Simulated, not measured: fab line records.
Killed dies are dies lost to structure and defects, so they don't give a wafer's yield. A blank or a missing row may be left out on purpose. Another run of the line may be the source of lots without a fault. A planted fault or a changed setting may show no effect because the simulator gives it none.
Which tool was responsible?	flow gf180mcu	11 lots, 33 wafers sampled, at 3 steps of a route of 602

== WHAT THE GAUGES READ, wafer by wafer ==
GF_PSD_RS_MEAS_14: measurement is done with a four-point probe.
lot	measured	on	NSD_RS (ohm/sq)
L483	day 13 23:33	film-metro-03	46.23 46.24 46.19
L489	day 16 18:58	film-metro-02	45.97 45.93 46.03
L491	day 17 04:15	film-metro-03	47.07 47.03 46.91
L492	day 17 11:33	film-metro-02	46.02 46.14 46.14
L493	day 17 17:37	film-metro-01	47.09 47.08 47.08
L495	day 18 14:55	film-metro-02	47.13 47.16 47.03
L499	day 20 03:17	film-metro-03	45.95 46.17 46.20
L501	day 20 16:34	film-metro-02	46.11 46.08 46.13
L502	day 21 01:43	film-metro-02	46.24 46.09 46.15
L504	day 21 16:28	film-metro-01	46.25 46.22 46.19
L506	day 22 04:42	film-metro-02	46.10 46.13 46.07

== WHICH TOOL RAN EACH LOT (tool, then ch and the chambers of the sampled wafers, then the start) ==
lot	GF_NSD_IMPLANT_09	GF_NSD_STRIP_11
L483	implanter-02 ch 0, day 13 02:37	plasma-asher-03 ch 0,1, day 13 02:54
L489	implanter-03 ch 0, day 15 19:43	plasma-asher-02 ch 0,1, day 15 20:01
L491	implanter-03 ch 0, day 16 05:02	plasma-asher-04 ch 0,1, day 16 05:20
L492	implanter-02 ch 0, day 16 12:55	plasma-asher-03 ch 0,1, day 16 13:11
L493	implanter-03 ch 0, day 16 17:35	plasma-asher-04 ch 0,1, day 16 17:50
L495	implanter-03 ch 0, day 17 14:31	plasma-asher-02 ch 0,1, day 17 14:49
L499	implanter-01 ch 0, day 19 02:55	plasma-asher-03 ch 0,1, day 19 03:13
L501	implanter-01 ch 0, day 19 15:43	plasma-asher-03 ch 0,1, day 19 16:01
L502	implanter-02 ch 0, day 20 00:19	plasma-asher-02 ch 0,1, day 20 00:36
L504	implanter-03 ch 0, day 20 14:53	plasma-asher-03 ch 0,1, day 20 15:10
L506	implanter-03 ch 0, day 21 04:32	plasma-asher-03 ch 0,1, day 21 04:50
- GF_NSD_IMPLANT_09
- GF_NSD_STRIP_11: strips in O2/N2.

== THE ANSWER, worked out from the rows above alone ==
Rule: usual is defined by the lots themselves. The widest of any qualifying gaps counts: lots, ordered by their means at a reading, are off when they make up no more than a third of the lots, leave a main group of 4 or more, and stand apart from it by 3 or more times the standard deviation of that group's means. If all means in a main group match to the digits the tables above print for the reading, that group is not used. Also off: a lot with no number at a reading for which 4 or more lots have one. The other lots that the step has rows for count as sound.
Off: L491, L493, L495, at GF_PSD_RS_MEAS_14 (NSD_RS). The main group: mean 46.12 ohm/sq, standard deviation 0.073.
A tool fits if, at a process step before that reading, it ran every lot that is off, and no sound lot after the first of them. The gauges at GF_PSD_RS_MEAS_14 are tried like those tools. No candidate that was tried fits.

== WHAT THE SIMULATOR HAD PUT IN ==
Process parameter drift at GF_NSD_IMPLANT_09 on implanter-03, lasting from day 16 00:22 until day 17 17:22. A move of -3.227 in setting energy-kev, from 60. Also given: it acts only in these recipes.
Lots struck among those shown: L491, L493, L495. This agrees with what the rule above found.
